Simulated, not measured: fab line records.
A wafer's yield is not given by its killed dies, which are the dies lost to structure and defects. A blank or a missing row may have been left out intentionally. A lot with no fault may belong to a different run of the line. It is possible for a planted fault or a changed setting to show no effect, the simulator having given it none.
Matching of chambers    flow gf180mcu    GF_V4_CMP_26 on cmp-01 has 4 sister chambers
The step polishes, stops on SiO2, t overpolish 15 s, target thk 0 nm. 8 wafers are shown with their chamber, then 10 later ones without.

WAFERS WITH THEIR CHAMBER
wafer   chamber  motor-current-A (A)  time-to-endpoint-s (s)
L877.2  3        9.6                  81
L891.1  1        11.8                 83
L891.4  0        9.5                  81
L893.1  1        11.0                 79
L893.3  3        9.8                  80
L893.6  2        11.3                 83
L894.1  0        10.2                 92
L894.4  2        11.2                 85

WAFERS WITH NO CHAMBER GIVEN
wafer   motor-current-A (A)  time-to-endpoint-s (s)
L894.6  9.4                  85
L895.2  10.7                 84
L895.4  9.8                  88
L895.6  9.6                  92
L896.1  9.6                  84
L896.2  9.7                  81
L896.5  11.1                 83
L897.1  9.7                  89
L897.3  11.0                 84
L897.6  9.2                  89

EACH ONE'S CHAMBER
wafer   from the rows above                in truth
L894.6  can't be placed: 0 or 3            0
L895.2  can't be placed: 2 or 1 or 0 or 3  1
L895.4  can't be placed: 0 or 3            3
L895.6  can't be placed: 0 or 3            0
L896.1  can't be placed: 3 or 0            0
L896.2  can't be placed: 3 or 0            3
L896.5  can't be placed: 2 or 1            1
L897.1  can't be placed: 0 or 3            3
L897.3  can't be placed: 2 or 1            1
L897.6  can't be placed: 0 or 3            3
Placed correctly: 0 of 10. Not placeable from these rows: 10 (in 10, the candidates include the true chamber). Number placed wrongly: 0.
How it was worked out, from the rows above alone: a wafer's distance from a chamber is the root of the sum, over the readings, of the square of ((its reading less the chamber's mean) divided by the reading's scatter). If the next closest chamber is less than 2 further off than the closest, the wafer can't be placed; otherwise it belongs to the closest. For every chamber, the mean is computed from those of its wafers that are shown. How the scatter is found: for the shown wafers, subtract from each reading the mean of its chamber, square and add these, divide the total by (wafers less chambers), then take the root.
